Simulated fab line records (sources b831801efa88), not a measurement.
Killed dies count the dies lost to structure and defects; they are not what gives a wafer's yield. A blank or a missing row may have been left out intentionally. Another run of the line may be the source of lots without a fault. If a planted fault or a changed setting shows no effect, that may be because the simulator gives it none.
Which tool did it? :: flow sky130 :: 36 wafers from 12 lots sampled at 3 of the route's 708 steps

WHAT THE GAUGES READ, wafer by wafer
SKY_CONTACT_BOW_MEAS_05. Usual: CONTACT_BOW gives 81 um (standard deviation 6.1).
lot: L317
measured: day 30 00:17
on: film metro-03
CONTACT_BOW (um): 86 86 85
flag: 

lot: L320
measured: day 32 07:31
on: film metro-04
CONTACT_BOW (um): 88 83 76
flag: 

lot: L321
measured: day 32 07:52
on: film metro-03
CONTACT_BOW (um): 82 81 83
flag: 

lot: L319
measured: day 32 08:29
on: film metro-01
CONTACT_BOW (um): 90 92 75
flag: 

lot: L322
measured: day 32 08:29
on: film metro-04
CONTACT_BOW (um): 91 78 97
flag: 

lot: L323
measured: day 32 13:40
on: film metro-03
CONTACT_BOW (um): 80 86 80
flag: 

lot: L324
measured: day 32 19:27
on: film metro-04
CONTACT_BOW (um): 87 79 86
flag: 

lot: L325
measured: day 32 20:53
on: film metro-04
CONTACT_BOW (um): 75 85 77
flag: 

lot: L327
measured: day 33 18:36
on: film metro-01
CONTACT_BOW (um): 79 79 75
flag: 

lot: L328
measured: day 34 07:19
on: film metro-04
CONTACT_BOW (um): 91 82 76
flag: 

lot: L329
measured: day 34 20:31
on: film metro-01
CONTACT_BOW (um): 79 79 75
flag: 

lot: L336
measured: day 36 19:28
on: film metro-03
CONTACT_BOW (um): 73 84 83
flag: 

SKY_METAL1_CD_MEAS_15: the cd target is 140 nm. Usual: cd nm 139.6 nm, standard deviation 1.4.
lot: L317
measured: day 32 10:04
on: cd sem-02
cd nm (nm): 140.2 140.8 139.9
flag: 

lot: L320
measured: day 34 13:07
on: cd sem-02
cd nm (nm): 140.3 140.9 139.9
flag: 

lot: L321
measured: day 34 14:53
on: cd sem-02
cd nm (nm): 139.8 140.6 139.5
flag: 

lot: L319
measured: day 34 15:50
on: cd sem-02
cd nm (nm): 140.4 141.7 141.3
flag: 

lot: L322
measured: day 34 16:11
on: cd sem-02
cd nm (nm): 141.1 140.8 141.2
flag: 

lot: L323
measured: day 34 20:41
on: cd sem-02
cd nm (nm): 139.5 138.4 138.5
flag: 

lot: L324
measured: day 35 02:26
on: cd sem-01
cd nm (nm): 136.0 137.1 137.3
flag: 

lot: L325
measured: day 35 03:34
on: cd sem-01
cd nm (nm): 140.2 139.5 140.0
flag: 

lot: L327
measured: day 36 00:56
on: cd sem-01
cd nm (nm): 140.5 141.4 141.9
flag: 

lot: L328
measured: day 36 13:38
on: cd sem-01
cd nm (nm): 135.0 139.1 136.8
flag: 

lot: L329
measured: day 37 02:05
on: cd sem-02
cd nm (nm): 140.3 139.9 138.6
flag: 

lot: L336
measured: day 38 23:35
on: cd sem-02
cd nm (nm): 139.3 139.7 138.7
flag: 

TOOL THAT RAN EACH LOT (tool first, then ch and the chambers of the sampled wafers, then the start)
lot: L317
SKY_METAL1_SPUTTER_02: pvd sputter-02, day 31 06:21

lot: L320
SKY_METAL1_SPUTTER_02: pvd sputter-04, day 33 11:04

lot: L321
SKY_METAL1_SPUTTER_02: pvd sputter-02, day 33 12:11

lot: L319
SKY_METAL1_SPUTTER_02: pvd sputter-02, day 33 13:02

lot: L322
SKY_METAL1_SPUTTER_02: pvd sputter-01, day 33 13:07

lot: L323
SKY_METAL1_SPUTTER_02: pvd sputter-02, day 33 18:19

lot: L324
SKY_METAL1_SPUTTER_02: pvd sputter-02, day 34 00:07

lot: L325
SKY_METAL1_SPUTTER_02: pvd sputter-02, day 34 01:01

lot: L327
SKY_METAL1_SPUTTER_02: pvd sputter-04, day 34 22:43

lot: L328
SKY_METAL1_SPUTTER_02: pvd sputter-02, day 35 11:26

lot: L329
SKY_METAL1_SPUTTER_02: pvd sputter-02, day 35 23:49

lot: L336
SKY_METAL1_SPUTTER_02: pvd sputter-04, day 37 23:04
- SKY_METAL1_SPUTTER_02: material AlCu, target thk 250 nm, time 13.3 s.

WHAT THE TOOLS THEMSELVES READ (means of the sampled wafers that have a number; where no wafer has one, the mark that the record gives instead)
SKY_METAL1_SPUTTER_02. Usual: throttle valve pct 30.1 %, standard deviation 1.1.
lot: L317
tool: pvd sputter-02
throttle valve pct (%): 30.1
flag: 

lot: L320
tool: pvd sputter-04
throttle valve pct (%): 30.8
flag: 

lot: L321
tool: pvd sputter-02
throttle valve pct (%): 28.9
flag: 

lot: L319
tool: pvd sputter-02
throttle valve pct (%): 29.6
flag: 

lot: L322
tool: pvd sputter-01
throttle valve pct (%): 30.1
flag: 

lot: L323
tool: pvd sputter-02
throttle valve pct (%): 30.1
flag: 

lot: L324
tool: pvd sputter-02
throttle valve pct (%): 29.4
flag: 

lot: L325
tool: pvd sputter-02
throttle valve pct (%): 30.5
flag: 

lot: L327
tool: pvd sputter-04
throttle valve pct (%): 30.7
flag: 

lot: L328
tool: pvd sputter-02
throttle valve pct (%): 29.3
flag: 

lot: L329
tool: pvd sputter-02
throttle valve pct (%): 29.5
flag: 

lot: L336
tool: pvd sputter-04
throttle valve pct (%): 31.4
flag: 

THE ANSWER, worked out from the rows above alone
Rule: a lot counts as off when the mean over its wafers that have a number is more than 3 standard deviations away from the usual mean. Also off: a lot with no number at a reading for which 4 or more lots have one. Where the step has rows for the other lots, those lots are counted as sound. Order of review: gauges by route order, followed by the tools' own readings, for which a lot's mean as printed above is used. At the first step where some lot is off, the reading lying furthest off is the one used; lots without a number count as furthest.
No lot is off at any reading shown: from this, nothing can be told.

WHAT THE SIMULATOR PUT IN
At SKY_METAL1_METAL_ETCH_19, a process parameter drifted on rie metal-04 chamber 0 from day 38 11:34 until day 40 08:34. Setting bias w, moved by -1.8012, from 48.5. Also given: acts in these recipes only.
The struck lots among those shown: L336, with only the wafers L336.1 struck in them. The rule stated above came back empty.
